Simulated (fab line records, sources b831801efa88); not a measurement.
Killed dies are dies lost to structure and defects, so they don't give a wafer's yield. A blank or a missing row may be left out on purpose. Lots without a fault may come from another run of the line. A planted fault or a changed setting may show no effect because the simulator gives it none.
A struck lot beside a sound one | flow sky130 | 14 steps out of a route of 708
Sound: wafers L678.2, L678.4, L678.6. Struck: wafers L683.2, L683.3, L683.6. The cause comes at the end.
At each step with rows: each side's tool, then ch and its chambers, then its first start. Under that, the readings that differ: sound wafers | struck wafers | difference of the means | sigmas: that difference in standard deviations of wafers without a fault.
alike: readings whose means differ by less than 2 such deviations, and words and numbers that are the same on both sides. not compared: withheld readings, readings that some wafer has no value for, bounds like >300 that may hide the same value, and numbers for which the record gives no deviation and whose values overlap.
The two part at a step that has a row with sigmas, a row that says differs or no value, or rows on one side only. Numbers that don't overlap but have no deviation are shown without sigmas and don't part them. A reading that every wafer of one side lacks parts them only if that side has two wafers or more.

first, 2 steps without rows for these wafers: SKY_LDD_LDN_PEB_05; SKY_LDD_LDN_DEVELOP_06 (develop time 60 s).
SKY_LDD_LDN_OVL_MEAS_07:
  sound on overlay-02, day 27 01:38; struck on overlay-01, day 29 04:26
  alike: LDD_LDN_OVL
then, 4 steps without rows for these wafers: SKY_LDD_LDN_IMPLANT_08; SKY_LDD_LDN_IMPLANT_09; SKY_LDD_LDN_IMPLANT_10; SKY_LDD_LDN_IMPLANT_11.
SKY_LDD_LDN_STRIP_12: strips in O2/N2.
  sound on plasma_asher-03 ch 0, day 27 02:16; struck on plasma_asher-02 ch 0,1, day 29 05:04
  reading                     | sound       | struck      | difference | sigmas
  drypump_motor_current_A (A) | 6.4 6.3 6.3 | 5.2 5.2 5.1 | -1.2       | -2
  alike: oes_product_au, strip_time_to_endpoint_s
  not compared: rf_hours_counter_h
SKY_LDD_LDN_TW_MEAS_13:
  sound on film_metro-04, day 27 02:22; struck on film_metro-02, day 29 05:10
  alike: LDD_LDN_TW
then, 2 steps without rows for these wafers: SKY_LDD_LDN_CLEAN_14 (cleans in SC1/SC2, time 150 s); SKY_SPACER_CVD_00 (deposits Si3N4 from DCS/NH3, target thk 43.1 nm, time 740 s).
SKY_SPACER_THK_MEAS_01:
  sound on film_metro-04, day 27 03:41; struck on film_metro-03, day 29 07:07
  alike: SPACER_CVD_00_THK
SKY_SPACER_ETCHBACK_02: etches Si3N4 in CH3F/O2, stops on SiO2, time 46.7 s, target depth 45 nm.
  sound on rie_diel-01 ch 0,2,3, day 27 03:44; struck on rie_diel-01 ch 1,3, day 29 07:10
  no value came back on the struck wafers for any of 5 readings (O2_flow_sccm (sccm), bias_w (W) and others); on the sound wafers O2_flow_sccm (sccm) reads 30.14 29.91 29.96
  not compared: rf_hours_counter_h
-- the record jumps here: 21 days lie between the struck wafers' starts before and after (it left off in module SPACER and takes up again in module PAD_OPEN, whose first step shown is number 708 of the route) --
SKY_PAD_OPEN_PROBE_99:
  sound on prober-02, day 48 15:11; struck on prober-02, day 49 22:57
  reading             | sound    | struck      | difference | sigmas
  killed_at_front_end | 10 9 5   | 403 418 414 | +404       | +94
  killed_dies         | 82 63 81 | 492 492 492 | +417       | +42
  killed_on_rim       | 10 8 14  | 96 96 96    | +85        | +21
  killed_short        | 28 29 27 | 54 40 39    | +16        | +2
  alike: killed_at_M0_to_M3, killed_at_M4_up, killed_at_contacts, killed_at_other, killed_open

WHERE THEY PART
First at SKY_LDD_LDN_STRIP_12; last, within this record, at SKY_PAD_OPEN_PROBE_99.

WHY: what the simulator had put in
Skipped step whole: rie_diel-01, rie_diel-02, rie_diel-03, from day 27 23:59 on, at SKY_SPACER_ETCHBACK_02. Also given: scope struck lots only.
